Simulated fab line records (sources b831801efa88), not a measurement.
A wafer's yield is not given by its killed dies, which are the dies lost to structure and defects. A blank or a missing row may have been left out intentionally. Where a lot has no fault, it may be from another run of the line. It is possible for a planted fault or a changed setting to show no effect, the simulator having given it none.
fab line records	flow sky130
[record] lots = 13	wafers = 39	last_day = 50
route steps=708 shown FIELD_ISO@1 PWDE@52 NWELL@60 VT_ADJUST_HVTP@92 PAD_OPEN@708
lots that met no fault: from a run of the same line without faults
start_h: hours from the record's first day to the start of the lot's first wafer shown	wait_h: time in hours since the lot's previous step	" identical to the entry in the row above	L1.1+2: a single row standing in for several wafers	- no value, or no start was given	* or withheld: withheld	< > ~ a bound
route shown NAME@n: a module of which the file shows steps, and the number in the route of the first	usual: the fault-free wafers' mean and standard deviation	same: alike in all rows	chamber/n: place in a boat	sites: each site's reading	_std_site: the values' standard deviation	_edge_site: inner sites' mean taken away from outer sites' mean	radius_mm: how far each site lies from the wafer's centre	mask NAME#n: copy n	behind: the most recent tool/chamber to have shaped the wafer	hold: why the lot was held/for how many hours/how that ended	device: which transistor (n, p or np) failed to switch	end of line: at the end of the route, the tests of the same wafers	a step without rows: its recipe alone	killed: count of dies lost to structure and defects at first sort (not the wafer's yield)	map: the dies of a wafer, with x for killed, . for not killed, _ for no die there
set.NAME: the setting that was run; set.NAME@STEP: the one run at that earlier step	model.NAME: the simulator's own value behind a step, which no gauge read
the route's steps for a sample of lots (tables are steps, rows are wafers)
services: from which hour (start_h, from the record's first day; less than 0 if before it) a tool's chamber was out of use, for how many hours, and why
[[steps]]
[step SKY_FIELD_ISO_BOW_MEAS_00]
[recipe] mode = bow
[usual] INCOMING_BOW = 0/6.3
lot.wafer	tool	chamber	start_h	wait_h	INCOMING_BOW[um]
L743.1	film_metro-04	-	10.00	-	-6
L743.2	"	-	"	"	6
L743.6	"	-	"	"	7
L744.1	film_metro-02	-	15.00	-	0
L744.2	"	-	"	"	8
L744.6	"	-	"	"	8
L748.1	film_metro-04	-	35.00	-	7
L748.3	"	-	"	"	-2
L748.6	"	-	"	"	16
L755.1	film_metro-01	-	70.00	-	-3
L755.4	"	-	"	"	-2
L755.6	"	-	"	"	2
L756.1	film_metro-04	-	75.00	-	-5
L756.2	"	-	"	"	-1
L756.6	"	-	"	"	-2
L757.1	film_metro-01	-	80.00	-	3
L757.3	"	-	"	"	-13
L757.4	"	-	"	"	-8
L758.2	film_metro-01	-	85.02	-	-1
L758.5	"	-	"	"	4
L758.6	"	-	"	"	5
L760.1	film_metro-02	-	95.00	-	-8
L760.4	"	-	"	"	-7
L760.5	"	-	"	"	-12
L761.1	film_metro-02	-	100.00	-	1
L761.5	"	-	"	"	-9
L761.6	"	-	"	"	-5
L762.4	film_metro-01	-	105.06	-	1
L762.5	"	-	"	"	7
L762.6	"	-	"	"	4
L763.3	film_metro-04	-	110.04	-	2
L763.4	"	-	"	"	2
L763.6	"	-	"	"	-4
L764.2	film_metro-04	-	115.02	-	0
L764.3	"	-	"	"	2
L764.6	"	-	"	"	1
L766.1	film_metro-01	-	125.00	-	3
L766.2	"	-	"	"	0
L766.6	"	-	"	"	-7
[step SKY_PWDE_OVL_MEAS_07]
[usual] PWDE_OVL = 0.6/1.4
lot.wafer	tool	chamber	start_h	wait_h	PWDE_OVL[nm]
L743.1	overlay-02	-	68.59	-	0.3
L743.2	"	-	"	"	0.0
L743.6	"	-	"	"	-0.2
L744.1	overlay-02	-	73.32	-	2.7
L744.2	"	-	"	"	0.5
L744.6	"	-	"	"	1.8
L748.1	overlay-02	-	96.84	-	1.6
L748.3	"	-	"	"	1.0
L748.6	"	-	"	"	1.8
L755.1	overlay-02	-	137.04	-	2.0
L755.4	"	-	"	"	1.2
L755.6	"	-	"	"	0.6
L756.1	overlay-02	-	149.72	-	0.9
L756.2	"	-	"	"	3.4
L756.6	"	-	"	"	3.7
L757.1	overlay-02	-	155.37	-	3.2
L757.3	"	-	"	"	2.0
L757.4	"	-	"	"	2.0
L758.2	overlay-02	-	158.82	-	0.3
L758.5	"	-	"	"	0.6
L758.6	"	-	"	"	-0.5
L760.1	overlay-01	-	165.64	-	0.3
L760.4	"	-	"	"	0.1
L760.5	"	-	"	"	1.7
L761.1	overlay-01	-	171.82	-	-0.5
L761.5	"	-	"	"	-0.1
L761.6	"	-	"	"	-1.4
L762.4	overlay-02	-	178.30	-	2.0
L762.5	"	-	"	"	0.2
L762.6	"	-	"	"	1.6
L763.3	overlay-01	-	182.88	-	-2.5
L763.4	"	-	"	"	-1.5
L763.6	"	-	"	"	-1.6
L764.2	overlay-01	-	189.44	-	-1.1
L764.3	"	-	"	"	-1.5
L764.6	"	-	"	"	-1.0
L766.1	overlay-02	-	195.89	-	0.8
L766.2	"	-	"	"	0.2
L766.6	"	-	"	"	1.1
[step SKY_NWELL_EXPOSE_07]
[recipe] mask_id = NWM	na = 0.6	source_shape = conventional	sigma_outer = 0.6	polarization = unpolarized	target_cd_nm = 840	dose_mj = 255
[usual] focus_offset_nm = 0.0/0.5
lot.wafer	tool	chamber	start_h	wait_h	mask	focus_offset_nm
L743.1	iline_stepper-02	0	78.27	-	NWM#0	0.1
L743.2	"	0	"	"	NWM#0	0.2
L743.6	"	0	"	"	NWM#0	0.5
L744.1	iline_stepper-02	0	82.49	-	NWM#0	-0.1
L744.2	"	0	"	"	NWM#0	-0.7
L744.6	"	0	"	"	NWM#0	0.3
L748.1	iline_stepper-01	0	105.61	-	NWM_R1#0	1.2
L748.3	"	0	"	"	NWM_R1#0	-0.2
L748.6	"	0	"	"	NWM_R1#0	0.4
L755.1	iline_stepper-02	0	147.24	-	NWM#0	0.4
L755.4	"	0	"	"	NWM#0	0.3
L755.6	"	0	"	"	NWM#0	0.5
L756.1	iline_stepper-01	0	160.23	-	NWM#0	-0.2
L756.2	"	0	"	"	NWM#0	-0.5
L756.6	"	0	"	"	NWM#0	-1.1
L757.1	iline_stepper-01	0	166.10	-	NWM#0	0.0
L757.3	"	0	"	"	NWM#0	0.2
L757.4	"	0	"	"	NWM#0	0.6
L758.2	iline_stepper-01	0	169.29	-	NWM#0	-0.3
L758.5	"	0	"	"	NWM#0	0.0
L758.6	"	0	"	"	NWM#0	0.2
L760.1	iline_stepper-02	0	176.19	-	NWM#0	-0.2
L760.4	"	0	"	"	NWM#0	0.4
L760.5	"	0	"	"	NWM#0	0.3
L761.1	iline_stepper-01	0	182.69	-	NWM#0	0.6
L761.5	"	0	"	"	NWM#0	0.4
L761.6	"	0	"	"	NWM#0	0.4
L762.4	iline_stepper-02	0	188.49	-	NWM#0	0.4
L762.5	"	0	"	"	NWM#0	0.6
L762.6	"	0	"	"	NWM#0	0.4
L763.3	iline_stepper-02	0	193.23	-	NWM#0	-1.2
L763.4	"	0	"	"	NWM#0	0.0
L763.6	"	0	"	"	NWM#0	-0.1
L764.2	iline_stepper-01	0	199.45	-	NWM#0	0.1
L764.3	"	0	"	"	NWM#0	-0.7
L764.6	"	0	"	"	NWM#0	0.1
L766.1	iline_stepper-01	0	208.09	-	NWM#0	-0.9
L766.2	"	0	"	"	NWM#0	-0.3
L766.6	"	0	"	"	NWM#0	-0.1
[step SKY_VT_ADJUST_HVTP_CD_MEAS_07]
[recipe] target_cd_nm = 380
[usual] cd_nm = 380.0/2.7
lot.wafer	tool	chamber	start_h	wait_h	cd_nm
L743.1	cd_sem-02	-	122.79	0.1	387.3
L743.2	"	-	"	"	384.3
L743.6	"	-	"	"	384.3
L744.1	cd_sem-02	-	127.88	0.1	378.7
L744.2	"	-	"	"	378.0
L744.6	"	-	"	"	378.0
L748.1	cd_sem-02	-	153.92	0.1	378.4
L748.3	"	-	"	"	376.0
L748.6	"	-	"	"	376.6
L755.1	cd_sem-02	-	198.17	0.1	377.0
L755.4	"	-	"	"	381.6
L755.6	"	-	"	"	382.9
L756.1	cd_sem-02	-	214.62	0.1	382.1
L756.2	"	-	"	"	382.4
L756.6	"	-	"	"	383.4
L757.1	cd_sem-02	-	219.02	0.1	379.3
L757.3	"	-	"	"	382.9
L757.4	"	-	"	"	382.2
L758.2	cd_sem-02	-	223.54	0.1	382.3
L758.5	"	-	"	"	380.5
L758.6	"	-	"	"	377.4
L760.1	cd_sem-02	-	230.84	0.1	377.8
L760.4	"	-	"	"	380.2
L760.5	"	-	"	"	378.3
L761.1	cd_sem-02	-	237.98	0.1	379.7
L761.5	"	-	"	"	377.9
L761.6	"	-	"	"	377.5
L762.4	cd_sem-02	-	245.13	0.1	378.4
L762.5	"	-	"	"	379.6
L762.6	"	-	"	"	379.8
L763.3	cd_sem-01	-	250.41	0.1	378.2
L763.4	"	-	"	"	380.0
L763.6	"	-	"	"	377.2
L764.2	cd_sem-01	-	259.14	0.1	378.6
L764.3	"	-	"	"	376.3
L764.6	"	-	"	"	378.5
L766.1	cd_sem-02	-	268.24	0.1	383.4
L766.2	"	-	"	"	384.3
L766.6	"	-	"	"	385.2
[step SKY_PAD_OPEN_PROBE_99]
[usual] killed_at_M0_to_M3 = 44/7.3	killed_at_M4_up = 3.3/1.8	killed_at_contacts = 24/5.3	killed_at_front_end = 16/5	killed_at_other = 0.2/0.51	killed_dies = 87/10	killed_on_rim = 17/3.9	killed_open = 47/7.5	killed_short = 40/6.3
[same] gross_dies = 492	killed_at_back_side = 0
lot.wafer	tool	chamber	start_h	wait_h	killed_at_M0_to_M3	killed_at_M4_up	killed_at_contacts	killed_at_front_end	killed_at_other	killed_dies	killed_on_rim	killed_open	killed_short
L743.1	prober-02	-	1080.17	0.1	40	3	22	21	0	86	14	51	35
L743.2	prober-02	-	1080.22	0.1	41	3	22	20	0	86	17	46	40
L743.6	prober-02	-	1080.42	0.2	40	6	24	15	0	85	19	52	33
L744.1	prober-01	-	1089.84	0.1	49	3	17	18	0	87	12	51	36
L744.2	prober-01	-	1089.89	0.1	37	4	27	11	0	79	21	44	35
L744.6	prober-01	-	1090.09	0.2	42	6	22	21	1	92	19	51	41
L748.1	prober-01	-	1119.35	0.1	40	2	23	14	0	79	18	47	32
L748.3	prober-01	-	1119.45	0.2	35	2	24	28	0	89	14	47	39
L748.6	prober-01	-	1119.60	0.2	35	3	26	14	1	79	12	32	47
L755.1	prober-02	-	1155.40	0.1	41	3	21	17	0	82	18	39	43
L755.4	prober-02	-	1155.55	0.2	36	2	20	14	0	72	21	39	33
L755.6	prober-02	-	1155.65	0.2	34	3	23	24	0	84	13	49	35
L756.1	prober-01	-	1166.36	0.1	54	1	30	25	0	110	16	64	46
L756.2	prober-01	-	1166.41	0.1	47	0	28	21	0	96	22	56	40
L756.6	prober-01	-	1166.61	0.2	45	5	27	21	0	98	21	54	44
L757.1	prober-02	-	1167.45	0.1	48	4	23	20	0	95	15	50	45
L757.3	prober-02	-	1167.55	0.2	46	8	21	14	2	91	22	43	48
L757.4	prober-02	-	1167.60	0.2	50	5	18	23	0	96	26	50	46
L758.2	prober-01	-	1175.27	0.1	43	5	15	13	0	76	20	44	32
L758.5	prober-01	-	1175.42	0.2	40	3	22	15	0	80	18	42	38
L758.6	prober-01	-	1175.47	0.2	42	3	27	18	0	90	18	48	42
L760.1	prober-01	-	1177.75	0.1	44	4	16	12	0	76	21	38	38
L760.4	prober-01	-	1177.90	0.2	57	3	27	8	0	95	18	54	41
L760.5	prober-01	-	1177.95	0.2	42	5	25	21	0	93	15	54	39
L761.1	prober-02	-	1182.26	0.1	44	3	23	19	0	89	10	52	35
L761.5	prober-02	-	1182.46	0.2	45	5	22	15	0	87	16	56	31
L761.6	prober-02	-	1182.51	0.2	42	1	25	9	0	77	14	45	32
L762.4	prober-01	-	1189.93	0.2	37	0	24	12	1	74	12	44	30
L762.5	prober-01	-	1189.98	0.2	39	2	26	16	1	84	11	44	40
L762.6	prober-01	-	1190.03	0.2	52	4	30	18	0	104	23	59	45
L763.3	prober-02	-	1194.71	0.2	39	1	24	9	1	74	9	51	23
L763.4	prober-02	-	1194.76	0.2	43	3	23	29	0	98	20	50	48
L763.6	prober-02	-	1194.86	0.2	48	1	17	15	0	81	17	48	33
L764.2	prober-01	-	1199.94	0.1	52	0	20	18	0	90	17	41	49
L764.3	prober-01	-	1199.99	0.2	49	4	16	14	0	83	17	48	35
L764.6	prober-01	-	1200.14	0.2	39	1	25	5	1	71	19	35	36
L766.1	prober-01	-	1202.75	0.1	50	6	18	7	0	81	17	51	30
L766.2	prober-01	-	1202.80	0.1	43	3	25	8	0	79	12	41	38
L766.6	prober-01	-	1203.00	0.2	42	3	30	12	0	87	20	44	43
// killed by level:class
L743.1 VIA1:geometric_particle:open=10 VIA3:geometric_particle:open=8 FIELD_ISO:geometric_particle:short=7 LI_CONTACT:geometric_particle:open=7 CONTACT:geometric_particle:open=7 FIELD_ISO:geometric_particle:open=6 METAL1:geometric_particle:short=5 POLY_GATE:geometric_particle:open=4
L743.2 LI_CONTACT:geometric_particle:open=9 VIA2:geometric_particle:open=8 FIELD_ISO:geometric_particle:short=7 VIA1:geometric_particle:open=7 VIA3:geometric_particle:open=7 FIELD_ISO:geometric_particle:open=6 CONTACT:geometric_particle:short=5 CONTACT:geometric_particle:open=5
L743.6 CONTACT:geometric_particle:open=11 VIA2:geometric_particle:open=10 LI_CONTACT:geometric_particle:open=7 VIA1:geometric_particle:open=7 FIELD_ISO:geometric_particle:short=5 FIELD_ISO:geometric_particle:open=5 METAL1:geometric_particle:short=5 VIA3:geometric_particle:open=5
L744.1 VIA1:geometric_particle:short=9 VIA1:geometric_particle:open=9 VIA3:geometric_particle:open=9 LI_CONTACT:geometric_particle:open=7 VIA2:geometric_particle:open=6 POLY_GATE:geometric_particle:open=5 CONTACT:geometric_particle:open=5 VIA3:geometric_particle:short=5
L744.2 CONTACT:geometric_particle:open=10 VIA3:geometric_particle:open=7 LI_CONTACT:geometric_particle:open=6 CONTACT:geometric_particle:short=6 VIA1:geometric_particle:open=6 VIA1:geometric_particle:short=5 VIA2:geometric_particle:open=5 FIELD_ISO:geometric_particle:open=4
L744.6 CONTACT:geometric_particle:open=10 VIA3:geometric_particle:open=8 VIA1:geometric_particle:open=7 FIELD_ISO:geometric_particle:short=6 VIA2:geometric_particle:open=6 POLY_GATE:geometric_particle:open=5 METAL1:geometric_particle:short=5 LI_CONTACT:geometric_particle:open=4
L748.1 VIA1:geometric_particle:open=11 CONTACT:geometric_particle:open=10 LI_CONTACT:geometric_particle:open=6 VIA3:geometric_particle:open=6 VIA2:geometric_particle:open=5 FIELD_ISO:geometric_particle:short=4 POLY_GATE:geometric_particle:short=4 LI_CONTACT:geometric_particle:short=4
L748.3 VIA1:geometric_particle:open=9 POLY_GATE:geometric_particle:open=7 VIA3:geometric_particle:open=7 CONTACT:geometric_particle:open=7 METAL1:geometric_particle:short=7 CONTACT:geometric_particle:short=6 LI_CONTACT:geometric_particle:open=5 METAL2:geometric_particle:short=5
L748.6 LOCAL_INTERCONNECT:geometric_particle:short=8 VIA1:geometric_particle:short=8 LI_CONTACT:geometric_particle:open=7 VIA1:geometric_particle:open=6 FIELD_ISO:geometric_particle:short=5 CONTACT:geometric_particle:open=5 METAL2:geometric_particle:short=4 VIA2:geometric_particle:open=4
L755.1 VIA1:geometric_particle:open=9 LI_CONTACT:geometric_particle:open=7 METAL2:geometric_particle:short=7 CONTACT:geometric_particle:open=6 VIA2:geometric_particle:open=5 VIA3:geometric_particle:open=5 FIELD_ISO:geometric_particle:short=4 POLY_GATE:geometric_particle:short=4
L755.4 METAL2:geometric_particle:short=8 VIA1:geometric_particle:open=7 POLY_GATE:geometric_particle:open=5 VIA3:geometric_particle:open=5 LI_CONTACT:geometric_particle:open=4 LOCAL_INTERCONNECT:geometric_particle:short=4 CONTACT:geometric_particle:open=4 VIA1:geometric_particle:short=4
L755.6 LI_CONTACT:geometric_particle:open=11 VIA1:geometric_particle:short=7 VIA1:geometric_particle:open=6 FIELD_ISO:geometric_particle:open=5 VIA2:geometric_particle:open=5 POLY_CUT:geometric_particle:open=4 CONTACT:geometric_particle:open=4 VIA3:geometric_particle:short=4
L756.1 CONTACT:geometric_particle:open=13 VIA1:geometric_particle:open=13 VIA2:geometric_particle:open=9 VIA3:geometric_particle:open=9 FIELD_ISO:geometric_particle:open=7 METAL2:geometric_particle:short=7 LI_CONTACT:geometric_particle:open=6 VIA1:geometric_particle:short=5
L756.2 CONTACT:geometric_particle:open=11 LI_CONTACT:geometric_particle:open=10 VIA1:geometric_particle:open=10 METAL2:geometric_particle:short=9 VIA3:geometric_particle:open=8 FIELD_ISO:geometric_particle:short=6 FIELD_ISO:geometric_particle:open=6 VIA2:geometric_particle:open=6
L756.6 LI_CONTACT:geometric_particle:open=9 VIA1:geometric_particle:open=9 CONTACT:geometric_particle:short=7 VIA2:geometric_particle:open=7 FIELD_ISO:geometric_particle:short=6 METAL2:geometric_particle:short=6 VIA3:geometric_particle:open=6 POLY_GATE:geometric_particle:open=5
L757.1 METAL2:geometric_particle:short=11 CONTACT:geometric_particle:open=10 METAL1:geometric_particle:short=9 VIA1:geometric_particle:open=8 VIA2:geometric_particle:open=8 FIELD_ISO:geometric_particle:open=7 LI_CONTACT:geometric_particle:open=5 FIELD_ISO:geometric_particle:short=4
L757.3 VIA1:geometric_particle:open=11 VIA3:geometric_particle:open=7 METAL1:geometric_particle:short=6 METAL4:geometric_particle:short=6 LI_CONTACT:geometric_particle:short=5 CONTACT:geometric_particle:short=5 VIA2:geometric_particle:open=5 CONTACT:geometric_particle:open=4
L757.4 VIA1:geometric_particle:open=12 CONTACT:geometric_particle:open=9 METAL1:geometric_particle:short=6 METAL2:geometric_particle:short=6 FIELD_ISO:geometric_particle:short=5 POLY_GATE:geometric_particle:short=5 LI_CONTACT:geometric_particle:open=5 VIA2:geometric_particle:open=5
L758.2 VIA1:geometric_particle:open=10 VIA3:geometric_particle:open=7 METAL2:geometric_particle:short=7 POLY_GATE:geometric_particle:open=5 LI_CONTACT:geometric_particle:open=5 METAL2:geometric_particle:open=5 VIA1:geometric_particle:short=4 METAL4:geometric_particle:short=4
L758.5 CONTACT:geometric_particle:open=9 METAL2:geometric_particle:short=8 VIA1:geometric_particle:short=7 VIA3:geometric_particle:open=7 VIA1:geometric_particle:open=6 LI_CONTACT:geometric_particle:open=5 CONTACT:geometric_particle:short=5 VIA2:geometric_particle:open=4
L758.6 VIA1:geometric_particle:open=12 LI_CONTACT:geometric_particle:open=9 LOCAL_INTERCONNECT:geometric_particle:short=7 POLY_GATE:geometric_particle:open=6 METAL2:geometric_particle:short=6 VIA3:geometric_particle:open=6 CONTACT:geometric_particle:open=5 POLY_GATE:geometric_particle:short=4
L760.1 VIA1:geometric_particle:open=12 CONTACT:geometric_particle:open=8 METAL1:geometric_particle:short=8 METAL2:geometric_particle:short=7 LI_CONTACT:geometric_particle:open=4 METAL4:geometric_particle:short=4 FIELD_ISO:geometric_particle:short=3 SPACER:geometric_particle:open=3
L760.4 VIA1:geometric_particle:open=12 VIA3:geometric_particle:open=12 METAL1:geometric_particle:short=10 CONTACT:geometric_particle:open=9 LI_CONTACT:geometric_particle:open=8 VIA2:geometric_particle:open=6 METAL2:geometric_particle:short=5 VIA2:geometric_particle:short=5
L760.5 VIA1:geometric_particle:open=15 CONTACT:geometric_particle:open=14 METAL1:geometric_particle:short=8 POLY_GATE:geometric_particle:short=7 METAL4:geometric_particle:short=5 POLY_GATE:geometric_particle:open=4 VIA2:geometric_particle:open=4 VIA3:geometric_particle:open=4
L761.1 VIA1:geometric_particle:open=12 FIELD_ISO:geometric_particle:open=9 CONTACT:geometric_particle:open=8 LI_CONTACT:geometric_particle:open=7 VIA3:geometric_particle:open=7 VIA2:geometric_particle:open=6 VIA1:geometric_particle:short=5 METAL1:geometric_particle:short=5
L761.5 VIA1:geometric_particle:open=12 METAL1:geometric_particle:short=7 VIA2:geometric_particle:open=7 LOCAL_INTERCONNECT:geometric_particle:short=6 CONTACT:geometric_particle:open=6 VIA3:geometric_particle:open=6 FIELD_ISO:geometric_particle:open=5 POLY_GATE:geometric_particle:open=5
L761.6 VIA1:geometric_particle:open=13 CONTACT:geometric_particle:open=8 VIA3:geometric_particle:open=7 LI_CONTACT:geometric_particle:open=6 METAL1:geometric_particle:short=6 CONTACT:geometric_particle:short=5 VIA2:geometric_particle:open=5 LOCAL_INTERCONNECT:geometric_particle:short=4
L762.4 VIA1:geometric_particle:open=11 CONTACT:geometric_particle:open=10 LI_CONTACT:geometric_particle:open=8 VIA3:geometric_particle:open=6 VIA1:geometric_particle:short=5 POLY_GATE:geometric_particle:short=4 SPACER:geometric_particle:short=4 CONTACT:geometric_particle:short=4
L762.5 VIA1:geometric_particle:open=8 LI_CONTACT:geometric_particle:open=7 CONTACT:geometric_particle:open=7 METAL1:geometric_particle:short=6 METAL2:geometric_particle:short=6 VIA2:geometric_particle:open=6 POLY_GATE:geometric_particle:open=5 VIA3:geometric_particle:open=5
L762.6 VIA1:geometric_particle:open=17 LI_CONTACT:geometric_particle:open=9 VIA3:geometric_particle:open=8 CONTACT:geometric_particle:open=8 CONTACT:geometric_particle:short=7 METAL1:geometric_particle:short=7 POLY_GATE:geometric_particle:open=6 METAL2:geometric_particle:short=5
L763.3 CONTACT:geometric_particle:open=12 VIA2:geometric_particle:open=11 VIA3:geometric_particle:open=9 VIA1:geometric_particle:open=7 LI_CONTACT:geometric_particle:open=6 FIELD_ISO:geometric_particle:short=4 METAL1:geometric_particle:short=4 LOCAL_INTERCONNECT:geometric_particle:short=3
L763.4 VIA1:geometric_particle:open=12 FIELD_ISO:geometric_particle:open=9 FIELD_ISO:geometric_particle:short=7 CONTACT:geometric_particle:open=7 CONTACT:geometric_particle:short=5 METAL1:geometric_particle:short=5 VIA3:geometric_particle:open=5 LOCAL_INTERCONNECT:geometric_particle:short=4
L763.6 VIA1:geometric_particle:open=15 LI_CONTACT:geometric_particle:open=7 VIA1:geometric_particle:short=6 METAL2:geometric_particle:short=5 FIELD_ISO:geometric_particle:short=4 FIELD_ISO:geometric_particle:open=4 CONTACT:geometric_particle:short=4 CONTACT:geometric_particle:open=4
L764.2 METAL1:geometric_particle:short=11 VIA1:geometric_particle:open=9 METAL2:geometric_particle:short=8 LI_CONTACT:geometric_particle:open=7 VIA3:geometric_particle:open=7 FIELD_ISO:geometric_particle:short=5 VIA3:geometric_particle:short=5 POLY_GATE:geometric_particle:open=4
L764.3 VIA3:geometric_particle:open=10 CONTACT:geometric_particle:open=8 VIA1:geometric_particle:open=8 METAL1:geometric_particle:short=7 VIA2:geometric_particle:open=6 VIA1:geometric_particle:short=5 POLY_GATE:geometric_particle:short=4 POLY_GATE:geometric_particle:open=4
L764.6 LI_CONTACT:geometric_particle:open=8 VIA1:geometric_particle:open=8 CONTACT:geometric_particle:short=6 METAL1:geometric_particle:short=6 VIA3:geometric_particle:open=6 VIA3:geometric_particle:short=5 LOCAL_INTERCONNECT:geometric_particle:short=4 CONTACT:geometric_particle:open=4
L766.1 VIA3:geometric_particle:open=14 VIA1:geometric_particle:open=10 CONTACT:geometric_particle:open=9 METAL1:geometric_particle:short=7 LI_CONTACT:geometric_particle:open=5 VIA2:geometric_particle:open=5 METAL4:geometric_particle:short=4 VIA3:geometric_particle:short=4
L766.2 VIA1:geometric_particle:open=11 METAL1:geometric_particle:short=8 VIA2:geometric_particle:open=8 LOCAL_INTERCONNECT:geometric_particle:short=8 LI_CONTACT:geometric_particle:open=7 CONTACT:geometric_particle:open=6 VIA3:geometric_particle:open=5 POLY_GATE:geometric_particle:short=4
L766.6 VIA1:geometric_particle:open=9 LI_CONTACT:geometric_particle:open=8 METAL1:geometric_particle:short=8 CONTACT:geometric_particle:open=6 METAL2:geometric_particle:short=6 LOCAL_INTERCONNECT:geometric_particle:short=5 VIA2:geometric_particle:open=5 LI_CONTACT:geometric_particle:short=4
[[services]]
tool	chamber	start_h	hours	kind
iline_stepper-01	-	72.34	7.9	repair
iline_stepper-01	-	125.92	1.7	pm
iline_stepper-02	-	131.92	4.4	pm
iline_stepper-02	-	207.30	5.4	repair
[[key]]
[first_sign] step = SKY_NWELL_EXPOSE_07	reading = mask	direction = changed
effect none on later readings
met_at SKY_NWELL_EXPOSE_07
struck_lots L748
tester_left_out L748
not_acting_at SKY_FIELD_ISO_BOW_MEAS_00,SKY_PWDE_OVL_MEAS_07,SKY_VT_ADJUST_HVTP_CD_MEAS_07
[fault] kind = wrong_mask	tool = any	chamber = -	onset_h = 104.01	steps = SKY_NWELL_EXPOSE_07	aux_copy = NWM_R1#0	cd_offset_nm = -42	scope = struck_lots_only
// tester_left_out: of these lots the tester's yield and bins aren't shown, on N5 and GAA mostly nor the transistor test; their killed dies are dies lost to structure and defects alone, not to doping, threshold or leakage, so they don't give the yield
